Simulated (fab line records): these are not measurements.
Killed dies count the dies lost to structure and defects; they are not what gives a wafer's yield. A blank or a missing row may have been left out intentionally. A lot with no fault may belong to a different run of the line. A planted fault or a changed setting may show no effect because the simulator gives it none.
Comparing a struck lot with a sound one ; flow sky130 ; 44 out of 708 route steps
Sound: the wafers L380.3, L380.5, L380.6. Wafers L375.1, L375.3, L375.5 were the ones struck. The cause is named last.
At each step with rows: each side's tool, then ch and its chambers, then its first start. Under that, the readings that differ: sound wafers ; struck wafers ; difference of the means ; sigmas: that difference in standard deviations of wafers without a fault.
alike: a reading whose means differ by less than 2 such deviations, as well as words and numbers matching on both sides. not compared: withheld readings; readings where some wafer has no value; bounds like >300 that might hide an equal value; numbers whose values overlap and for which the record gives no deviation.
The two part at a step that has a row with sigmas, a row that says differs or no value, or rows on one side only. Numbers that have no deviation but don't overlap get no sigmas and don't part them. Lack of a reading on every wafer of one side parts them only where that side has two or more wafers.

first, 2 steps without rows for these wafers: SKY_VIA3_CLEAN_18 (cleans in IPA, time 180 s); SKY_VIA3_CLEAN_19 (cleans in O3/DIW).
SKY_VIA3_SPUTTER_20: material TiN, target thk 20 nm, time 80 s.
  sound on pvd sputter-04 at day 43 17:26; struck on pvd sputter-02 at day 42 02:03
  alike: throttle valve pct
then, 1 step without rows for these wafers: SKY_VIA3_CVD_21 (deposits W, target thk 390 nm, time 117.31 s).
SKY_VIA3_RS_MEAS_22: the measuring method here is four-point-probe.
  sound on film metro-04 at day 43 17:40; struck on film metro-01 at day 42 02:21
  alike: VIA3_W_RS
SKY_VIA3_THK_MEAS_23: measures by xrf.
  sound on film metro-04 at day 43 17:46; struck on film metro-01 at day 42 02:28
  alike: VIA3_W_THK
then, 1 step without rows for these wafers: SKY_VIA3_CMP_24 (polishes, stops on SiO2, t overpolish 20 s, target thk 0 nm).
SKY_METAL4_SPUTTER_00: material Ti, target thk 15 nm, time 10 s.
  sound on pvd sputter-04 at day 43 18:06; struck on pvd sputter-04 at day 42 02:50
  alike: throttle valve pct
SKY_METAL4_SPUTTER_01: material TiN, target thk 20 nm, time 16.7 s.
  sound on pvd sputter-04 at day 43 18:07; struck on pvd sputter-04 at day 42 02:51
  alike: throttle valve pct
then, 3 steps without rows for these wafers: SKY_METAL4_SPUTTER_02 (material AlCu, target thk 735 nm, time 39.1 s); SKY_METAL4_SPUTTER_03 (material Ti, target thk 5 nm, time 3.3 s); SKY_METAL4_SPUTTER_04 (material TiN, target thk 70 nm, time 58.3 s).
SKY_CAP2M_CVD_00: deposits SiO2, target thk 15.5 nm.
  sound on pecvd-02 ch 0,2, day 43 18:15; struck on pecvd-04 ch 0,1,2, day 42 02:59
reading;sound;struck;difference;sigmas
model.SiO2_of_CAP2M_CVD_00.thk nm (nm);15.1 15.49 15.56;8.891 8.536 8.828;-6.632;
  alike: heater power w
SKY_CAP2M_THK_MEAS_01:
  sound on film metro-01 at day 43 18:17; struck on film metro-01 at day 42 03:14
reading;sound;struck;difference;sigmas
CAP2M_CVD_00_THK (nm);15.11 15.54 15.59;8.96 8.58 8.77;-6.64;-27
  not compared: hold
SKY_CAP2M_SPUTTER_02: material TiN, target thk 200 nm, time 166.7 s.
  sound on pvd sputter-01 at day 43 18:20; struck on pvd sputter-03 at day 42 07:19
reading;sound;struck;difference;sigmas
hold;- - -;await dispo/2.7h/release await dispo/2.7h/release await dispo/2.7h/release;no value on the sound wafers;
  alike: throttle valve pct
SKY_CAP2M_RS_MEAS_03: the measuring method here is four-point-probe.
  sound on film metro-03 at day 43 18:29; struck on film metro-03 at day 42 07:26
  alike: CAP2M_TIN_RS
SKY_CAP2M_THK_MEAS_04: measures by xrf.
  sound on film metro-03 at day 43 18:35; struck on film metro-03 at day 42 07:33
  alike: CAP2M_TIN_THK
then, 7 steps without rows for these wafers: SKY_CAP2M_DEHYDRATE_05 (time 60 s); SKY_CAP2M_HMDS_06 (prime time 60 s); SKY_CAP2M_COAT_07 (resist thk 1140 nm); SKY_CAP2M_SOFTBAKE_08 (time 60 s); SKY_CAP2M_EXPOSE_09 (exposes mask CAP2M, target cd 1000 nm); SKY_CAP2M_PEB_10; SKY_CAP2M_DEVELOP_11 (develop time 60 s).
SKY_CAP2M_OVL_MEAS_12:
  sound on overlay-01 at day 44 15:34; struck on overlay-01 at day 43 01:52
  alike: CAP2M_OVL
then, 13 steps without rows for these wafers: SKY_CAP2M_METAL_ETCH_13 (etches TiN in Cl2/BCl3, stops on SiO2, target depth 220 nm, time 62.9 s); SKY_CAP2M_STRIP_14 (strips in O2/N2); SKY_CAP2M_STRIP_15 (strips in post etch residue remover, time 1200 s); SKY_CAP2M_CLEAN_16 (cleans in IPA, time 180 s); SKY_CAP2M_CLEAN_17 (cleans in O3/DIW); SKY_METAL4_DEHYDRATE_05 (time 60 s); SKY_METAL4_HMDS_06 (prime time 60 s); SKY_METAL4_COAT_07 (resist thk 60 nm); SKY_METAL4_COAT_08 (resist thk 1140 nm); SKY_METAL4_SOFTBAKE_09 (time 90 s); SKY_METAL4_EXPOSE_10 (exposes mask MM4, target cd 300 nm); SKY_METAL4_PEB_11; SKY_METAL4_DEVELOP_12 (develop time 60 s).
SKY_METAL4_CD_MEAS_13 targets a cd of 300 nm.
  sound on cd sem-02 at day 45 11:44; struck on cd sem-02 at day 44 01:04
  alike: cd nm
SKY_METAL4_OVL_MEAS_14:
  sound on overlay-01 at day 45 11:50; struck on overlay-02 at day 44 01:11
  alike: METAL4_OVL
then, 1 step without rows for these wafers: SKY_METAL4_DESCUM_15 (chemistry O2, time 8 s).
SKY_METAL4_ETCH_16: etches BARC in N2/H2, stops on SiO2, time 88.2 s, target depth 60 nm.
  sound on rie metal-02 ch 0,1, day 45 11:55; struck on rie metal-03 ch 0,1, day 44 01:16
  alike: drypump motor current A, oes product au, throttle valve pct
  not compared: rf hours counter h
SKY_METAL4_ETCH_17: etches SiO2 in C4F8/O2/Ar, stops on TiN, time 3.9 s, target depth 15 nm.
  sound on rie diel-03 ch 0,3, day 45 11:59; struck on rie diel-03 ch 2,3, day 44 01:21
reading;sound;struck;difference;sigmas
oes product au (a.u.);0.748 0.752 0.757;0.583 0.584 0.590;-0.167;-21
model.etch.depth nm (nm);15.1 15.49 15.56;8.891 8.536 8.828;-6.632;
  not compared: rf hours counter h
-- the record jumps here: 4 days lie between the struck wafers' starts before and after (it left off in module METAL4 and takes up again in module PAD_OPEN, whose first step shown is number 708 of the route) --
SKY_PAD_OPEN_PROBE_99:
  sound on prober-02 at day 49 00:05; struck on prober-01 at day 47 16:40
reading;sound;struck;difference;sigmas
model.etest.tester.sort n pass;405 409 406;0 0 0;-407;
model.etest.tester.sort yield pct (%);82.32 83.13 82.52;0 0 0;-83;
model.etest.tester.sort_bin_5_pct (%);10.77 9.959 9.756;94.51 93.29 94.72;+84.01;
model.etest.cap mim2.bv v (V);13.8 14.35 13.92;7.495 7.665 7.838;-6.357;
model.etest.cap mim2.leak log10 a cm2;-8.96 -8.97 -9.014;-5.992 -5.843 -5.934;+3.058;
model.etest.cap mim2.c ff um2;2.406 2.351 2.342;4.077 4.261 4.107;+1.782;
model.etest.tester.sort_bin_4_pct (%);0 0 0;0.001379 0.0001521 1.387e-05;+0.000515;
  alike: defect limited yield, killed_at_M0_to_M3, killed_at_M4_up, killed at contacts, killed at front end, killed at other, killed dies, killed open, killed short
  not compared: model.etest.cap mim2.c ff um2 rim less centre

WHERE THEY PART
Last at SKY_METAL4_ETCH_17 as far as this record goes, first at SKY_CAP2M_THK_MEAS_01. Later steps at which nothing parts them and some readings are alike: SKY_PAD_OPEN_PROBE_99.

WHY: what the simulator had put in
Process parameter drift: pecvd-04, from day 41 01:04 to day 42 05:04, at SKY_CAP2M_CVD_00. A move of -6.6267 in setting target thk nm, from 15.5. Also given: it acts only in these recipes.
